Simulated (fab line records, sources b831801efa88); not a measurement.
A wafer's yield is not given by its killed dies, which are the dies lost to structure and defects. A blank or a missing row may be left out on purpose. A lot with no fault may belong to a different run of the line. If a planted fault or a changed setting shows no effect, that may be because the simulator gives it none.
fab line records | flow sky130
[record] lots = 6 | wafers = 18 | lastDay = 50
route steps=708 shown LI_CONTACT@371 LOCAL_INTERCONNECT@387 PAD_OPEN@708
lots with no fault: from the same line, run without faults
startH: the number of hours between the record's first day and the start of the first shown wafer of the lot | waitH: hours since the lot's step before | " repeats the value in the row above | L1.1+2: a row that stands for several wafers | - value missing, or start not given | * or withheld: withheld | < > ~ a bound
route shown NAME@n: names a module that has steps shown in the file, with the first one's number in the route | usual: mean/standard deviation taken from wafers without a fault | same: alike in all rows | chamber/n: place in a boat | sites: the reading at each site | _std_site: standard deviation across them | _edge_site: inner sites' mean taken away from outer sites' mean | radiusMm: how far each site lies from the wafer's centre | mask NAME#n: copy n | behind: tool/chamber where the wafer was last shaped | hold: cause of the lot's hold/its duration in hours/its outcome | device: the transistor (n, p or np) that didn't switch | end of line: at the end of the route, the tests of the same wafers | for a step that has no rows: nothing shown but its recipe | killed: the dies lost at the first sort to structure and to defects; this is not the yield of the wafer | map: the dies of a wafer, with x for killed, . for not killed, _ for no die there
set.NAME: the setting as run; set.NAME@STEP: as run at that earlier step | model.NAME: the simulator's own value behind a step, which no gauge read
a table for each step, a row for each wafer; lots at some steps of the route
services: when a tool's chamber went out of use (startH, in hours from the record's first day, below 0 if earlier), for how many hours, and the reason
[[steps]]
[step SKY_LI_CONTACT_EXPOSE_09]
[recipe] maskId = LICM1 | na = 0.8 | sourceShape = annular | sigmaInner = 0.55 | sigmaOuter = 0.85 | targetCdNm = 170 | doseMj = 38
[step SKY_LI_CONTACT_PEB_10]
[recipe] pebTempC = withheld | pebTimeS = withheld | resist = KrF-thick
[step SKY_LI_CONTACT_DEVELOP_11]
[recipe] developTimeS = 60 | resist = KrF-thick | devTempC = 21
[step SKY_LI_CONTACT_CD_MEAS_12]
[recipe] targetCdNm = 170
[usual] cdNm = 170.4/0.97
lot.wafer | tool     | chamber | startH | waitH | cdNm
L271.3    | cdSem-02 | -       | 712.14 | -     | 170.0
L271.4    | "        | -       | "      | "     | 168.7
L271.6    | "        | -       | "      | "     | 170.9
L280.1    | cdSem-02 | -       | 797.20 | -     | 170.0
L280.2    | "        | -       | "      | "     | 170.6
L280.6    | "        | -       | "      | "     | 171.1
L282.4    | cdSem-01 | -       | 799.21 | -     | 169.2
L282.5    | "        | -       | "      | "     | 169.6
L282.6    | "        | -       | "      | "     | 170.9
L286.1    | cdSem-02 | -       | 809.20 | -     | 170.1
L286.2    | "        | -       | "      | "     | 169.5
L286.6    | "        | -       | "      | "     | 171.5
L288.2    | cdSem-01 | -       | 825.87 | -     | 172.9
L288.3    | "        | -       | "      | "     | 172.0
L288.4    | "        | -       | "      | "     | 171.8
L291.1    | cdSem-01 | -       | 849.78 | -     | 171.6
L291.3    | "        | -       | "      | "     | 169.4
L291.6    | "        | -       | "      | "     | 169.9
[step SKY_LI_CONTACT_OVL_MEAS_13]
[usual] LI_CONTACT_OVL = 2/5.9
lot.wafer | tool       | chamber | startH | waitH | LI_CONTACT_OVL[nm]
L271.3    | overlay-01 | -       | 712.23 | 0.1   | -12
L271.4    | "          | -       | "      | "     | -3
L271.6    | "          | -       | "      | "     | -2
L280.1    | overlay-02 | -       | 797.32 | 0.1   | 9
L280.2    | "          | -       | "      | "     | 4
L280.6    | "          | -       | "      | "     | 4
L282.4    | overlay-01 | -       | 799.29 | 0.1   | 0
L282.5    | "          | -       | "      | "     | 3
L282.6    | "          | -       | "      | "     | 2
L286.1    | overlay-02 | -       | 809.32 | 0.1   | 7
L286.2    | "          | -       | "      | "     | 6
L286.6    | "          | -       | "      | "     | 6
L288.2    | overlay-01 | -       | 825.97 | 0.1   | 2
L288.3    | "          | -       | "      | "     | -2
L288.4    | "          | -       | "      | "     | -3
L291.1    | overlay-02 | -       | 849.90 | 0.1   | 2
L291.3    | "          | -       | "      | "     | 7
L291.6    | "          | -       | "      | "     | 10
[step SKY_LI_CONTACT_ETCH_14]
[recipe] chemistry = N2/H2 | target = BARC | ionEnergyEv = 200 | sourceW = 500 | biasW = 100 | pressureMtorr = 30 | n2FlowSccm = 100 | h2FlowSccm = 200 | stopOn = SiO2 | timeS = 45.9 | targetDepthA = 600
[usual] drypumpMotorCurrentA = 5.7/0.55 | oesProductAu = 0.855/0.0048 | throttleValvePct = 13.225/0.009
lot.wafer | tool       | chamber | startH | waitH | drypumpMotorCurrentA | oesProductAu | rfHoursCounterH | throttleValvePct
L271.3    | rieDiel-02 | 0       | 712.25 | 0.0   | 5.6                  | 0.858        | 13              | 13.225
L271.4    | "          | 3       | "      | "     | 6.2                  | 0.858        | 11              | 13.220
L271.6    | "          | 1       | "      | "     | 5.5                  | 0.860        | -               | 13.230
L280.1    | rieDiel-04 | 2       | 797.35 | 0.0   | 5.8                  | 0.854        | 19              | 13.208
L280.2    | "          | 0       | "      | "     | 6.4                  | 0.853        | 11              | 13.226
L280.6    | "          | 0       | "      | "     | 6.4                  | 0.860        | -               | 13.228
L282.4    | rieDiel-02 | 1       | 799.30 | 0.0   | 5.5                  | 0.857        | 7               | 13.223
L282.5    | "          | 3       | "      | "     | 6.2                  | 0.858        | -               | 13.212
L282.6    | "          | 0       | "      | "     | 5.6                  | 0.855        | -               | 13.215
L286.1    | rieDiel-04 | 2       | 809.35 | 0.0   | 5.8                  | 0.849        | 19              | 13.229
L286.2    | "          | 1       | "      | "     | 4.8                  | 0.857        | 1               | 13.206
L286.6    | "          | 3       | "      | "     | 6.3                  | 0.853        | -               | 13.235
L288.2    | rieDiel-04 | 1       | 826.00 | 0.0   | 4.8                  | 0.859        | 1               | 13.226
L288.3    | "          | 0       | "      | "     | 6.4                  | 0.855        | 13              | 13.215
L288.4    | "          | 2       | "      | "     | 5.7                  | 0.854        | 19              | 13.232
L291.1    | rieDiel-02 | 2       | 849.93 | 0.0   | 4.7                  | 0.843        | 5               | 13.212
L291.3    | "          | 0       | "      | "     | 5.6                  | 0.859        | 16              | 13.225
L291.6    | "          | 0       | "      | "     | 5.6                  | 0.850        | -               | 13.213
[step SKY_LI_CONTACT_ETCH_15]
[recipe] target = PSG | chemistry = C4F8/O2/Ar | stopOn = Si | taperDeg = 4.15 | maskMaterial = KrF-thick | sourceW = 1500 | biasW = 1200 | pressureMtorr = 40 | c4f8FlowSccm = withheld | O2_flow_sccm = 6 | Ar_flow_sccm = 300 | timeS = withheld | targetDepthA = 6000
[usual] oesProductAu = 0.836/0.0046
lot.wafer | tool       | chamber | startH | waitH | oesProductAu
L271.3    | rieDiel-02 | 0       | 712.30 | 0.0   | 0.842
L271.4    | "          | 3       | "      | "     | 0.836
L271.6    | "          | 1       | "      | "     | 0.840
L280.1    | rieDiel-04 | 2       | 797.40 | 0.0   | 0.841
L280.2    | "          | 0       | "      | "     | 0.831
L280.6    | "          | 0       | "      | "     | 0.839
L282.4    | rieDiel-02 | 1       | 799.35 | 0.0   | 0.837
L282.5    | "          | 3       | "      | "     | 0.843
L282.6    | "          | 0       | "      | "     | 0.836
L286.1    | rieDiel-04 | 2       | 809.39 | 0.0   | 0.833
L286.2    | "          | 1       | "      | "     | 0.842
L286.6    | "          | 3       | "      | "     | 0.839
L288.2    | rieDiel-04 | 1       | 826.05 | 0.0   | 0.837
L288.3    | "          | 0       | "      | "     | 0.846
L288.4    | "          | 2       | "      | "     | 0.843
L291.1    | rieDiel-02 | 2       | 849.98 | 0.0   | 0.834
L291.3    | "          | 0       | "      | "     | 0.835
L291.6    | "          | 0       | "      | "     | 0.844
[step SKY_LI_CONTACT_STRIP_16]
[recipe] chemistry = O2/N2 | powerW = 1400 | pressureMtorr = 1500 | platenTempC = withheld | o2FlowSccm = 3000 | n2FlowSccm = 300 | overashFraction = 0.5
[usual] drypumpMotorCurrentA = 5.4/0.33 | oesProductAu = 0.376/0.0045 | stripTimeToEndpointS = 3.51/0.04
lot.wafer | tool           | chamber | startH | waitH | drypumpMotorCurrentA | oesProductAu | rfHoursCounterH | stripTimeToEndpointS
L271.3    | plasmaAsher-04 | 0       | 712.41 | -     | 5.7                  | 0.377        | -               | 3.49
L271.4    | "              | 1       | "      | "     | 5.6                  | 0.372        | -               | 3.53
L271.6    | "              | 1       | "      | "     | 5.6                  | 0.380        | -               | 3.55
L280.1    | plasmaAsher-03 | 0       | 797.48 | -     | 4.9                  | 0.371        | 96              | 3.50
L280.2    | "              | 1       | "      | "     | 5.2                  | 0.368        | 96              | 3.49
L280.6    | "              | 1       | "      | "     | 5.2                  | 0.379        | -               | 3.51
L282.4    | plasmaAsher-03 | 1       | 799.46 | -     | 5.2                  | 0.370        | -               | 3.51
L282.5    | "              | 0       | "      | "     | 4.9                  | 0.376        | -               | 3.52
L282.6    | "              | 1       | "      | "     | 5.3                  | 0.381        | -               | 3.47
L286.1    | plasmaAsher-02 | 0       | 809.48 | -     | 5.8                  | 0.371        | 7               | 3.48
L286.2    | "              | 1       | "      | "     | 5.5                  | 0.376        | 7               | 3.51
L286.6    | "              | 1       | "      | "     | 5.5                  | 0.368        | -               | 3.47
L288.2    | plasmaAsher-03 | 1       | 826.13 | -     | 5.2                  | 0.376        | 99              | 3.55
L288.3    | "              | 1       | "      | "     | 5.2                  | 0.375        | -               | 3.53
L288.4    | "              | 0       | "      | "     | 4.9                  | 0.377        | -               | 3.48
L291.1    | plasmaAsher-02 | 0       | 850.06 | -     | 5.8                  | 0.378        | 11              | 3.50
L291.3    | "              | 1       | "      | "     | 5.5                  | 0.375        | -               | 3.47
L291.6    | "              | 0       | "      | "     | 5.8                  | 0.374        | -               | 3.51
[step SKY_LI_CONTACT_CLEAN_17]
[recipe] chemistry = NMP | timeS = 600 | tempC = 60 | dry = n2Spin
[step SKY_LI_CONTACT_PRE_CLEAN_18]
[recipe] gas = Ar | timeS = 5.6 | biasV = 358
[step SKY_LI_CONTACT_SPUTTER_19]
[recipe] material = Ti | targetThkNm = 20 | chamberPressurePa = 5 | powerW = 2500 | substrateTempC = 200 | timeS = 106.37
[usual] throttleValvePct = 30.0/0.89
lot.wafer | tool          | chamber | startH | waitH | throttleValvePct
L271.3    | pvdSputter-04 | -       | 712.68 | 0.0   | 29.2
L271.4    | "             | -       | "      | "     | 31.3
L271.6    | "             | -       | "      | "     | 30.1
L280.1    | pvdSputter-01 | -       | 797.79 | 0.0   | 29.3
L280.2    | "             | -       | "      | "     | 29.0
L280.6    | "             | -       | "      | "     | 30.1
L282.4    | pvdSputter-01 | -       | 799.73 | 0.0   | 30.4
L282.5    | "             | -       | "      | "     | 28.6
L282.6    | "             | -       | "      | "     | 31.8
L286.1    | pvdSputter-02 | -       | 809.78 | 0.0   | 30.3
L286.2    | "             | -       | "      | "     | 29.4
L286.6    | "             | -       | "      | "     | 30.8
L288.2    | pvdSputter-02 | -       | 826.44 | 0.0   | 29.2
L288.3    | "             | -       | "      | "     | 29.4
L288.4    | "             | -       | "      | "     | 30.0
L291.1    | pvdSputter-02 | -       | 850.37 | 0.0   | 30.8
L291.3    | "             | -       | "      | "     | 30.0
L291.6    | "             | -       | "      | "     | 29.4
[step SKY_LI_CONTACT_SPUTTER_20]
[recipe] material = TiN | targetThkNm = 20 | chamberPressurePa = 5 | powerW = 4000 | timeS = 80
[step SKY_LI_CONTACT_CVD_21]
[recipe] material = W | targetThkNm = 400 | timeS = 120.56 | tempC = 400 | pressureTorr = 40
[usual] chamberPressureTorr = 40.00/0.091 | heaterPowerW = 887/92
lot.wafer | tool    | chamber | startH | waitH | chamberPressureTorr | heaterPowerW | sinceWetCleanH | model.W_of_LI_CONTACT_CVD_21.thkNm
L271.3    | cvdW-01 | 0       | 712.85 | 0.1   | 40.02               | 945          | -              | 387.6
L271.4    | "       | 1       | "      | "     | 39.92               | 987          | -              | 398.7
L271.6    | "       | 1       | "      | "     | 40.10               | 977          | -              | 400.1
L280.1    | cvdW-01 | 0       | 797.93 | 0.0   | 31.00               | 942          | 894            | 344
L280.2    | "       | 0       | "      | "     | 30.87               | 963          | -              | 339.5
L280.6    | "       | 0       | "      | "     | 31.07               | 959          | -              | 340
L282.4    | cvdW-01 | 0       | 799.99 | 0.2   | 30.90               | 944          | -              | 342.2
L282.5    | "       | 0       | "      | "     | 30.88               | 940          | -              | 341.5
L282.6    | "       | 0       | "      | "     | 30.88               | 970          | -              | 340.8
L286.1    | cvdW-02 | 1       | 809.91 | 0.0   | 39.95               | 746          | 406            | 398
L286.2    | "       | 0       | "      | "     | 39.93               | 889          | 406            | 404.7
L286.6    | "       | 0       | "      | "     | 40.16               | 887          | -              | 409.1
L288.2    | cvdW-02 | 1       | 826.58 | 0.0   | 40.01               | 772          | 423            | 392.6
L288.3    | "       | 0       | "      | "     | 40.11               | 873          | -              | 400.5
L288.4    | "       | 1       | "      | "     | 40.00               | 752          | -              | 389
L291.1    | cvdW-02 | 0       | 850.51 | 0.0   | 40.05               | 863          | 447            | 399
L291.3    | "       | 0       | "      | "     | 40.10               | 868          | -              | 397.1
L291.6    | "       | 0       | "      | "     | 40.13               | 855          | -              | 396.2
[step SKY_LI_CONTACT_RS_MEAS_22]
[recipe] thkMeasGauge = four-point-probe | reads = W_of_LI_CONTACT_CVD_21+TiN_of_LI_CONTACT_SPUTTER_20+Ti_of_LI_CONTACT_SPUTTER_19
[usual] LI_CONTACT_W_RS = 0.288/0.0041
lot.wafer | tool         | chamber | startH | waitH | hold                    | LI_CONTACT_W_RS[ohm/sq]
L271.3    | filmMetro-04 | -       | 712.98 | 0.1   | -                       | 0.294
L271.4    | "            | -       | "      | "     | -                       | 0.286
L271.6    | "            | -       | "      | "     | -                       | 0.284
L280.1    | filmMetro-04 | -       | 798.18 | 0.2   | awaitDispo/0.2h/release | 0.332
L280.2    | "            | -       | "      | "     | awaitDispo/0.2h/release | 0.335
L280.6    | "            | -       | "      | "     | awaitDispo/0.2h/release | 0.336
L280.1    | filmMetro-04 | -       | 798.47 | 0.3   | -                       | 0.331
L280.2    | "            | -       | "      | "     | -                       | 0.335
L280.6    | "            | -       | "      | "     | -                       | 0.335
L282.4    | filmMetro-01 | -       | 800.17 | 0.1   | awaitDispo/0.2h/release | 0.333
L282.5    | "            | -       | "      | "     | awaitDispo/0.2h/release | 0.334
L282.6    | "            | -       | "      | "     | awaitDispo/0.2h/release | 0.335
L282.4    | filmMetro-01 | -       | 800.46 | 0.3   | -                       | 0.333
L282.5    | "            | -       | "      | "     | -                       | 0.334
L282.6    | "            | -       | "      | "     | -                       | 0.334
L286.1    | filmMetro-01 | -       | 810.04 | 0.1   | -                       | 0.287
L286.2    | "            | -       | "      | "     | -                       | 0.281
L286.6    | "            | -       | "      | "     | -                       | 0.278
L288.2    | filmMetro-01 | -       | 826.72 | 0.1   | -                       | 0.291
L288.3    | "            | -       | "      | "     | -                       | 0.284
L288.4    | "            | -       | "      | "     | -                       | 0.293
L291.1    | filmMetro-04 | -       | 850.63 | 0.1   | -                       | 0.284
L291.3    | "            | -       | "      | "     | -                       | 0.287
L291.6    | "            | -       | "      | "     | -                       | 0.287
[step SKY_LI_CONTACT_THK_MEAS_23]
[recipe] thkMeasGauge = xrf | reads = W_of_LI_CONTACT_CVD_21
[usual] LI_CONTACT_W_THK = 405/6.7
lot.wafer | tool         | chamber | startH | waitH | hold                    | LI_CONTACT_W_THK[nm]
L271.3    | filmMetro-04 | -       | 713.08 | 0.1   | -                       | 401
L271.4    | "            | -       | "      | "     | -                       | 414
L271.6    | "            | -       | "      | "     | -                       | 414
L280.1    | filmMetro-04 | -       | 802.29 | 3.8   | awaitDispo/0.2h/release | 353
L280.2    | "            | -       | "      | "     | awaitDispo/0.2h/release | 348
L280.6    | "            | -       | "      | "     | awaitDispo/0.2h/release | 348
L280.1    | filmMetro-04 | -       | 802.55 | 0.2   | -                       | 353
L280.2    | "            | -       | "      | "     | -                       | 347
L280.6    | "            | -       | "      | "     | -                       | 348
L282.4    | filmMetro-01 | -       | 807.76 | 7.3   | awaitDispo/0.2h/release | 345
L282.5    | "            | -       | "      | "     | awaitDispo/0.2h/release | 346
L282.6    | "            | -       | "      | "     | awaitDispo/0.2h/release | 346
L282.4    | filmMetro-01 | -       | 807.99 | 0.2   | -                       | 347
L282.5    | "            | -       | "      | "     | -                       | 346
L282.6    | "            | -       | "      | "     | -                       | 345
L286.1    | filmMetro-01 | -       | 810.16 | 0.1   | -                       | 404
L286.2    | "            | -       | "      | "     | -                       | 410
L286.6    | "            | -       | "      | "     | -                       | 413
L288.2    | filmMetro-01 | -       | 826.83 | 0.1   | -                       | 397
L288.3    | "            | -       | "      | "     | -                       | 408
L288.4    | "            | -       | "      | "     | -                       | 391
L291.1    | filmMetro-04 | -       | 850.75 | 0.1   | -                       | 408
L291.3    | "            | -       | "      | "     | -                       | 408
L291.6    | "            | -       | "      | "     | -                       | 407
[step SKY_LI_CONTACT_CMP_24]
[recipe] stopOn = PSG | tOverpolishS = 20 | downForcePsi = 3.5 | platenRpm = 60 | targetThkNm = 0 | padVelocityMS = 0.94248
[usual] motorCurrentA = 11.8/1.2 | timeToEndpointS = 96/4.1
lot.wafer | tool   | chamber | startH | waitH | hold                    | motorCurrentA | timeToEndpointS
L271.3    | cmp-01 | 3       | 713.12 | 0.0   | -                       | 10.6          | 94
L271.4    | "      | 1       | "      | "     | -                       | 11.8          | 99
L271.6    | "      | 3       | "      | "     | -                       | 9.9           | 96
L280.2    | cmp-02 | 1       | 804.94 | 2.4   | awaitDispo/1.8h/release | 11.2          | 79
L280.1    | "      | 2       | "      | "     | awaitDispo/1.8h/release | 10.9          | 75
L280.6    | "      | 0       | "      | "     | awaitDispo/1.8h/release | 12.9          | 81
L282.4    | cmp-01 | 2       | 809.69 | 1.7   | awaitDispo/1.6h/release | 12.9          | 84
L282.6    | "      | 2       | "      | "     | awaitDispo/1.6h/release | 12.3          | 85
L282.5    | "      | 3       | "      | "     | awaitDispo/1.6h/release | 10.9          | 88
L286.1    | cmp-02 | 2       | 810.22 | 0.1   | -                       | 10.9          | 93
L286.2    | "      | 3       | "      | "     | -                       | 12.8          | 96
L286.6    | "      | 3       | "      | "     | -                       | 12.4          | 99
L288.4    | cmp-01 | 0       | 826.88 | 0.0   | -                       | 9.7           | 104
L288.2    | "      | 1       | "      | "     | -                       | 11.5          | 101
L288.3    | "      | 3       | "      | "     | -                       | 10.3          | 101
L291.3    | cmp-02 | 0       | 850.81 | 0.0   | -                       | 13.8          | 94
L291.1    | "      | 2       | "      | "     | -                       | 11.0          | 93
L291.6    | "      | 1       | "      | "     | -                       | 11.7          | 97
[step SKY_LOCAL_INTERCONNECT_SPUTTER_00]
[recipe] material = TiN | targetThkNm = 100 | tempC = 300 | powerW = 6500 | timeS = 83.3 | chamberPressurePa = 0.4
[usual] throttleValvePct = 30.0/1.3
lot.wafer | tool          | chamber | startH | waitH | throttleValvePct
L271.3    | pvdSputter-03 | -       | 713.42 | 0.2   | 28.0
L271.4    | "             | -       | "      | "     | 30.4
L271.6    | "             | -       | "      | "     | 30.2
L280.1    | pvdSputter-04 | -       | 805.14 | 0.1   | 29.6
L280.2    | "             | -       | "      | "     | 30.9
L280.6    | "             | -       | "      | "     | 31.0
L282.4    | pvdSputter-01 | -       | 809.99 | 0.2   | 31.8
L282.5    | "             | -       | "      | "     | 30.2
L282.6    | "             | -       | "      | "     | 29.5
L286.1    | pvdSputter-01 | -       | 810.52 | 0.2   | 28.6
L286.2    | "             | -       | "      | "     | 29.6
L286.6    | "             | -       | "      | "     | 28.6
L288.2    | pvdSputter-01 | -       | 827.18 | 0.2   | 28.9
L288.3    | "             | -       | "      | "     | 30.1
L288.4    | "             | -       | "      | "     | 32.1
L291.1    | pvdSputter-03 | -       | 851.11 | 0.1   | 30.2
L291.3    | "             | -       | "      | "     | 32.5
L291.6    | "             | -       | "      | "     | 30.2
[step SKY_PAD_OPEN_PROBE_99]
[usual] killed_at_M0_to_M3 = 43/7.3 | killed_at_M4_up = 3.6/1.9 | killedAtContacts = 23/5.3 | killedAtFrontEnd = 15/4.5 | killedAtOther = 0.3/0.72 | killedDies = 85/9.4 | killedOpen = 46/6.7 | killedShort = 38/6.8
[same] grossDies = 492 | killedAtBackSide = 0
lot.wafer | tool      | chamber | startH  | waitH | killed_at_M0_to_M3 | killed_at_M4_up | killedAtContacts | killedAtFrontEnd | killedAtOther | killedDies | killedOpen | killedShort
L280.1    | prober-02 | -       | 1163.91 | 0.1   | 47                 | 2               | 33               | 9                | 0             | 91         | 50         | 41
L280.2    | prober-02 | -       | 1163.96 | 0.1   | 35                 | 4               | 29               | 10               | 0             | 78         | 51         | 26
L280.6    | prober-02 | -       | 1164.16 | 0.2   | 34                 | 7               | 23               | 10               | 0             | 74         | 40         | 33
L288.2    | prober-01 | -       | 1182.82 | 0.1   | 44                 | 4               | 25               | 14               | 0             | 87         | 45         | 42
L288.3    | prober-01 | -       | 1182.87 | 0.2   | 46                 | 5               | 27               | 8                | 0             | 86         | 47         | 39
L288.4    | prober-01 | -       | 1182.92 | 0.2   | 33                 | 5               | 15               | 15               | 0             | 68         | 39         | 29
// killed by level:class
L280.1 CONTACT:geometricParticle:open=12 VIA1:geometricParticle:open=11 METAL1:geometricParticle:short=10 VIA3:geometricParticle:open=9 LI_CONTACT:geometricParticle:open=7 VIA1:geometricParticle:short=6 LOCAL_INTERCONNECT:geometricParticle:short=5 CONTACT:geometricParticle:short=5
L280.2 CONTACT:geometricParticle:open=17 VIA1:geometricParticle:open=9 VIA3:geometricParticle:open=7 LI_CONTACT:geometricParticle:open=5 CONTACT:geometricParticle:short=5 VIA1:geometricParticle:short=3 VIA2:geometricParticle:open=3 METAL2:geometricParticle:short=3
L280.6 CONTACT:geometricParticle:open=11 VIA1:geometricParticle:open=9 LOCAL_INTERCONNECT:geometricParticle:short=7 VIA2:geometricParticle:open=5 VIA3:geometricParticle:open=5 METAL2:geometricParticle:short=4 VIA3:geometricParticle:short=4 METAL4:geometricParticle:short=4
L288.2 VIA2:geometricParticle:open=9 METAL1:geometricParticle:short=9 VIA1:geometricParticle:open=8 CONTACT:geometricParticle:open=7 POLY_GATE:geometricParticle:open=6 LOCAL_INTERCONNECT:geometricParticle:short=6 VIA3:geometricParticle:open=6 LI_CONTACT:geometricParticle:short=5
L288.3 VIA1:geometricParticle:open=16 LI_CONTACT:geometricParticle:open=9 CONTACT:geometricParticle:open=6 METAL2:geometricParticle:short=6 CONTACT:geometricParticle:short=5 METAL4:geometricParticle:short=4 METAL1:geometricParticle:short=4 VIA1:geometricParticle:short=4
L288.4 VIA1:geometricParticle:open=11 LI_CONTACT:geometricParticle:open=8 POLY_GATE:geometricParticle:open=5 VIA2:geometricParticle:open=5 METAL4:geometricParticle:short=5 FIELD_ISO:geometricParticle:short=4 POLY_GATE:geometricParticle:short=4 METAL2:geometricParticle:short=4
[[services]]
tool          | chamber | startH | hours | kind
cvdW-01       | 1       | 695.99 | 2.7   | repair
cmp-01        | -       | 696.67 | 0.3   | repair
rieDiel-02    | 0       | 701.13 | 4.1   | repair
rieDiel-02    | -       | 725.90 | 0.4   | repair
cmp-01        | -       | 736.25 | 9.0   | repair
cmp-02        | -       | 737.28 | 1.4   | repair
rieDiel-04    | 1       | 743.58 | 35.4  | repair
rieDiel-04    | -       | 743.75 | 0.3   | repair
cmp-01        | -       | 745.20 | 4.0   | pm
pvdSputter-02 | -       | 766.89 | 22.5  | repair
rieDiel-04    | -       | 768.31 | 0.5   | repair
pvdSputter-01 | -       | 770.82 | 3.8   | repair
rieDiel-02    | 0       | 777.83 | 18.0  | repair
cvdW-02       | 1       | 783.13 | 7.9   | repair
cmp-02        | -       | 784.96 | 0.7   | repair
cvdW-01       | -       | 785.99 | 1.3   | repair
cvdW-01       | 1       | 797.48 | 6.1   | repair
rieDiel-04    | 2       | 798.92 | 8.9   | repair
cvdW-01       | -       | 804.30 | 2.8   | pm
cvdW-02       | -       | 812.18 | 1.6   | repair
pvdSputter-01 | -       | 822.80 | 1.7   | repair
cmp-01        | -       | 823.52 | 1.5   | repair
cmp-01        | -       | 827.18 | 5.9   | pm
rieDiel-04    | 1       | 843.26 | 50.2  | repair
[[key]]
[firstSign] step = SKY_LI_CONTACT_CVD_21 | reading = chamberPressureTorr | direction = down | sigmas = 99+ | usual = 40.00 | struck = 30.93
[effect] step = SKY_LI_CONTACT_RS_MEAS_22 | reading = visit | direction = added
[effect] step = SKY_LI_CONTACT_RS_MEAS_22 | reading = LI_CONTACT_W_RS | direction = up | sigmas = 11 | usual = 0.288 | struck = 0.334
[effect] step = SKY_LI_CONTACT_THK_MEAS_23 | reading = visit | direction = added
[effect] step = SKY_LI_CONTACT_THK_MEAS_23 | reading = LI_CONTACT_W_THK | direction = down | sigmas = 8.6 | usual = 405 | struck = 347
[effect] step = SKY_LI_CONTACT_CMP_24 | reading = timeToEndpointS | direction = down | sigmas = 3.4 | usual = * | struck = *
[modelEffect] step = SKY_LI_CONTACT_CVD_21 | value = W_of_LI_CONTACT_CVD_21.thkNm | without = 389 | struck = 341.3
metAt SKY_LI_CONTACT_CVD_21
struckWafers L280.1,L280.2,L280.6,L282.4,L282.5,L282.6
testerLeftOut L280,L282
onsetBetween 712.85 797.93
[fault] kind = processParameterDrift | tool = cvdW-01 | chamber = - | onsetH = 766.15 | steps = SKY_LI_CONTACT_CVD_21 | channel = pressureTorr | offset = -9.0387 | shape = step | endH = 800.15 | actsIn = theseRecipesOnly | stated = 40
// testerLeftOut: of these lots the tester's yield and bins aren't shown, on N5 and GAA mostly nor the transistor test; their killed dies are dies lost to structure and defects alone, not to doping, threshold or leakage, so they don't give the yield
